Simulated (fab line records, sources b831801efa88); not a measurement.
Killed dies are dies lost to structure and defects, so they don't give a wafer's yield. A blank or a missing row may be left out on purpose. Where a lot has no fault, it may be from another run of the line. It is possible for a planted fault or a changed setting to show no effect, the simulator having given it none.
Struck lot and sound lot, side by side -- flow sky130 -- 20 steps out of a route of 708
Sound: the wafers L369.3, L369.5, L369.6. Struck: wafers L375.1, L375.2, L375.4. The cause is named last.
Per side, at each step with rows, come the tool, then ch with its chambers, and then its first start. Under that, the readings that differ: sound wafers -- struck wafers -- difference of the means -- sigmas: that difference in standard deviations of wafers without a fault.
alike: same words and numbers on both sides, and readings whose means sit less than 2 such deviations apart. not compared: any withheld reading, any reading some wafer has no value for, any bound like >300 that may hide the same value, and any number with overlapping values for which the record gives no deviation.
The two part at a step that has a row with sigmas, a row that says differs or no value, or rows on one side only. Numbers that have no deviation but don't overlap get no sigmas and don't part them. Lack of a reading on every wafer of one side parts them only where that side has two or more wafers.

first, 1 step without rows for these wafers: SKY_POLY_GATE_CVD_03 (deposits Si3N4 from DCS/NH3, target thk 75 nm, time 1290 s).
SKY_POLY_GATE_THK_MEAS_04:
  struck on filmMetro-04, day 18 00:22; sound on filmMetro-02, day 16 00:14
  alike: POLY_GATE_CVD_03_THK
then, 8 steps without rows for these wafers: SKY_POLY_GATE_DEHYDRATE_05 (time 60 s); SKY_POLY_GATE_HMDS_06 (prime time 60 s); SKY_POLY_GATE_COAT_07 (resist thk 110 nm); SKY_POLY_GATE_COAT_08 (resist thk 450 nm); SKY_POLY_GATE_SOFTBAKE_09 (time 90 s); SKY_POLY_GATE_EXPOSE_10 (exposes mask P1M, target cd 150 nm); SKY_POLY_GATE_PEB_11; SKY_POLY_GATE_DEVELOP_12 (develop time 60 s).
SKY_POLY_GATE_CD_MEAS_13: target cd 150 nm.
  struck on cdSem-01, day 19 06:09; sound on cdSem-01, day 17 04:05
  alike: cdNm
SKY_POLY_GATE_OVL_MEAS_14:
  struck on overlay-02, day 19 06:16; sound on overlay-02, day 17 04:11
  alike: POLY_GATE_OVL
SKY_POLY_GATE_ETCH_15: etches BARC in N2/H2, stops on SiO2, time 118.5 s, target depth 110 nm.
  sound on rieDiel-02 ch 1,2,3, day 17 04:13; struck on rieDiel-04 ch 0,1,2, day 19 06:19
  no value came back on the struck wafers for any of 5 readings (biasW (W), chamberPressureMTorr (mTorr) and others); on the sound wafers biasW (W) reads 99.4 100.1 99.8
reading,sound,struck,difference,sigmas
model.KrF-thick_of_POLY_GATE_COAT_08.thkNm (nm),344.7 343.8 344.9,434.6 434.9 435.8,+90.6,
  not compared: rfHoursCounterH
SKY_POLY_GATE_ETCH_16: etches Si3N4 in CH3F/O2, stops on poly-Si, time 147.5 s, target depth 75 nm.
  sound on rieDiel-02 ch 1,2,3, day 17 04:17; struck on rieDiel-04 ch 0,1,2, day 19 06:23
reading,sound,struck,difference,sigmas
oesProductAu (a.u.),0.645 0.646 0.639,0.381 0.381 0.381,-0.262,-55
throttleValvePct (%),10.527 10.538 10.537,10.489 10.505 10.509,-0.033,-4
  alike: O2_flow_sccm, biasW, drypumpMotorCurrentA
  not compared: rfHoursCounterH
SKY_POLY_GATE_ETCH_17: etches poly-Si in HBr/Cl2, stops on SiO2, target depth 180 nm, time 70.5 s.
  sound on rieSi-01 ch 1,2, day 17 04:23; struck on rieSi-02 ch 0,2,3, day 19 06:29
reading,sound,struck,difference,sigmas
oesProductAu (a.u.),0.999 0.997 0.998,0.271 0.266 0.273,-0.728,-77
model.KrF-thick_of_POLY_GATE_COAT_08.thkNm (nm),139.2 139.4 139.6,232.2 232.7 235.7,+94.1,
  alike: HBr_flow_sccm, biasW, drypumpMotorCurrentA, throttleValvePct
  not compared: rfHoursCounterH
SKY_POLY_GATE_STRIP_18: strips in O2/N2.
  sound on plasmaAsher-03 ch 0,1, day 17 04:29; struck on plasmaAsher-03 ch 0,1, day 19 06:32
reading,sound,struck,difference,sigmas
oesProductAu (a.u.),0.357 0.359 0.368,0.403 0.400 0.402,+0.040,+8
stripTimeToEndpointS (s),3.16 3.15 3.17,4.17 4.17 4.18,+1.01,+20
  alike: drypumpMotorCurrentA, o2FlowSccm
  not compared: rfHoursCounterH
then, 2 steps without rows for these wafers: SKY_POLY_GATE_CLEAN_19 (cleans in SC1/SC2, time 150 s); SKY_POLY_GATE_OXIDATION_20 (stabilise 600 s, purge 300 s, target thk 4 nm).
SKY_POLY_GATE_CD_MEAS_22:
  struck on cdSem-01, day 19 08:00; sound on cdSem-01, day 17 07:38
reading,sound,struck,difference,sigmas
cdNm (nm),148.4 152.7 147.8,- - -,no value on the struck wafers,
then, 1 step without rows for these wafers: SKY_LDD_N_DEHYDRATE_00 (time 60 s).

## WHERE THEY PART
Earliest at SKY_POLY_GATE_ETCH_15; latest, in this record, at SKY_POLY_GATE_CD_MEAS_22.

WHY: the cause the simulator had injected
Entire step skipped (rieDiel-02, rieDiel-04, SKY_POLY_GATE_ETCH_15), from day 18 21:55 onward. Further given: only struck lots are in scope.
